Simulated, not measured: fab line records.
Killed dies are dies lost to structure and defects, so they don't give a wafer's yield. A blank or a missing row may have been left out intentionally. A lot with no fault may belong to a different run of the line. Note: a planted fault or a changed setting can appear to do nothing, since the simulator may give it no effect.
A struck lot beside a sound one    flow sfqLine    14 out of 325 route steps
Sound: the wafers L389.1, L389.4, L389.6. Wafers L377.2, L377.4, L377.5 were the ones struck. At the end, the cause is stated.
Order at every step that has rows: each side's tool, ch and its chambers, its first start. Under that, the readings that differ: sound wafers    struck wafers    difference of the means    sigmas: that difference in standard deviations of wafers without a fault.
alike: a reading whose means differ by less than 2 such deviations, as well as words and numbers matching on both sides. not compared: withheld readings; readings where some wafer has no value; bounds like >300 that might hide an equal value; numbers whose values overlap and for which the record gives no deviation.
Wherever a step has rows on one side only, a row that says differs or no value, or a row with sigmas, the two part there. Numbers that have no deviation but don't overlap get no sigmas and don't part them. A reading that every wafer of one side lacks parts them only if that side has two wafers or more.

SFQ_TRILAYER_M4_BARC_OPEN_METAL_ETCH_123: etches BARC in O2, target depth 125 nm, time 41.7 s.
  sound on rieMetal-03 ch 0,1, day 49 22:10; struck on rieMetal-03 ch 0,1, day 39 09:22
  alike: drypumpMotorCurrentA, oesProductAu, rfFwdPowerW
  not compared: rfHoursCounterH
SFQ_TRILAYER_M4_ETCH_METAL_ETCH_096: etches Nb in Cl2/Ar, stops on SiO2, target depth 240 nm, time 120 s.
  sound on rieMetal-03 ch 0,1, day 49 22:13; struck on rieMetal-03 ch 0,1, day 39 09:25
  alike: drypumpMotorCurrentA, oesProductAu, rfFwdPowerW
  not compared: rfHoursCounterH
SFQ_TRILAYER_M4_STRIP_STRIP_097: strips in O2.
  sound on rieMetal-03 ch 0,1, day 49 22:21; struck on rieMetal-03 ch 0,1, day 39 09:33
  alike: drypumpMotorCurrentA, oesProductAu
  not compared: rfHoursCounterH
then, 2 steps without rows for these wafers: SFQ_TRILAYER_M4_STRIP_SOLV_CLEAN_098 (cleans in NMP, time 600 s); SFQ_TRILAYER_I4_DEP_PECVD_099 (deposits SiO2 from SiH4/N2O, time 111.11 s, target thk 500 nm).
SFQ_TRILAYER_I4_CMP_CMP_100: polishes SiO2.
  sound on cmp-01 ch 0,3, day 50 00:54; struck on cmp-02 ch 0,3, day 39 14:20
  alike: motorCurrentA, platenRpm, timeToEndpointS
SFQ_I4_BOW_MEAS_927:
  sound on filmMetro-02 at day 50 03:24; struck on filmMetro-01 at day 39 17:21
  alike: I4_BOW
SFQ_TRILAYER_I4_METRO_MEASURE_101:
  sound on filmMetro-02 at day 50 03:31; struck on filmMetro-01 at day 39 17:39
reading     sound              struck             difference  sigmas
thkNm (nm)  201.1 201.2 202.8  199.7 199.6 199.8  -2.0        -2
then, 4 steps without rows for these wafers: SFQ_TRILAYER_I4_VIA_LITHO_COAT_108 (resist thk 62 nm); SFQ_TRILAYER_I4_VIA_LITHO_COAT_103 (resist thk 650 nm); SFQ_TRILAYER_I4_VIA_LITHO_SOFTBAKE_107; SFQ_TRILAYER_I4_VIA_LITHO_EXPOSE_104 (exposes mask I4, target cd 700 nm).
SFQ_TRILAYER_I4_VIA_LITHO_PEB_106: peb time 60 s.
  struck on lithoTrack-02, day 39 21:27; sound on lithoTrack-02 ch 0, day 54 23:12
  no value came back on the struck wafers for chillPlateTempC (C), exhaustPa (Pa), resistLineTempC (C); on the sound wafers chillPlateTempC (C) reads 23.04 22.99 22.92
then, 1 step without rows for these wafers: SFQ_TRILAYER_I4_VIA_LITHO_DEVELOP_105 (time 60 s).

## WHERE THEY PART
At SFQ_TRILAYER_I4_METRO_MEASURE_101 first; at SFQ_TRILAYER_I4_VIA_LITHO_PEB_106 last (within this record only).

WHY: the cause the simulator had injected
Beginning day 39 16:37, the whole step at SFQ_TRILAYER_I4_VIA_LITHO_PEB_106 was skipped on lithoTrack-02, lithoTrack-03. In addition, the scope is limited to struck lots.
